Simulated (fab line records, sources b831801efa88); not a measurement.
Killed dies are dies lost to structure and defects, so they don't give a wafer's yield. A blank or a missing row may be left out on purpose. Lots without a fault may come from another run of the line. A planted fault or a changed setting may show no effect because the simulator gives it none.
One fault seen from 2 desks | flow sky130 | each desk has only its own numbers; what lay behind them comes last

THE TOOL OWNER'S DESK: implanter-02
The tool's own readings at SKY_GATE_OXIDE_IMPLANT_11: means of the sampled wafers that have a number, for each lot that ran on this tool. A lot is out of limits, marked OUT, if its mean lies more than 4 standard deviations from the usual mean; the brackets give that distance.
Columns: A = dose_ions_cm2 at SKY_GATE_OXIDE_IMPLANT_11, usual 2.6002e+12; B = faraday_current_uA at SKY_GATE_OXIDE_IMPLANT_11, usual 14.64
lot  | first seen here | A                            | B
L560 | day 14 12:02    | 2.6005e+12                   | 14.58
L566 | day 16 08:11    | 1.0196e+13 (+99 or more) OUT | 57.30 (+99 or more) OUT
L567 | day 17 00:03    | 1.0199e+13 (+99 or more) OUT | 56.98 (+99 or more) OUT
L580 | day 21 10:37    | 2.5982e+12                   | 14.84
This desk's finding: out of limits on L566, L567; first on L566, day 16 08:11 (dose_ions_cm2 at SKY_GATE_OXIDE_IMPLANT_11). In limits: L560, L580.

THE METROLOGY DESK
What the gauges read, lot by lot, whatever tool the lot ran on: means of the sampled wafers that have a number. A lot is out of limits, marked OUT, if its mean lies more than 4 standard deviations from the usual mean; the brackets give that distance.
Columns: A = cd_nm at SKY_VT_ADJUST_HVTP_CD_MEAS_07, usual 379.7 nm; B = GATE_OXIDE_TW at SKY_GATE_OXIDE_TW_MEAS_14, usual 224.4
lot  | first seen here | A     | B
L559 | day 6 13:30     | 375.9 | 224.8
L560 | day 6 13:51     | 380.9 | 222.7
L566 | day 8 01:52     | 377.9 | 337.6 (+81) OUT
L567 | day 8 12:12     | 377.7 | 336.0 (+80) OUT
L569 | day 9 12:13     | 377.6 | 222.3
L572 | day 9 22:32     | 381.7 | 223.5
L576 | day 10 21:59    | 380.0 | 223.2
L577 | day 11 04:32    | 377.4 | 224.1
L578 | day 11 05:32    | 379.1 | 225.0
L579 | day 11 12:13    | 380.3 | 224.1
L580 | day 11 19:41    | 383.1 | 223.6
L581 | day 12 03:53    | 379.0 | 223.5
This desk's finding: out of limits on L566, L567; first on L566, day 16 08:31 (GATE_OXIDE_TW at SKY_GATE_OXIDE_TW_MEAS_14). In limits: L559, L560, L569, L572, L576, L577, L578, L579, L580, L581.

PUT TOGETHER
The tool owner's desk could have raised an alarm at day 16 08:11, on L566, L567.
The metrology desk could have raised an alarm at day 16 08:31, on L566, L567.
Of the lots named, all ran SKY_GATE_OXIDE_IMPLANT_11 on implanter-02.

WHAT THE SIMULATOR HAD PUT IN
Process parameter drift: implanter-02, from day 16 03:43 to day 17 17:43, at SKY_GATE_OXIDE_IMPLANT_11. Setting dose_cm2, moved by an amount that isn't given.
Lots struck among those shown: L566, L567.
Hours from the fault's start to each desk's first reading out of limits: the tool owner's desk, 4; the metrology desk, 5.
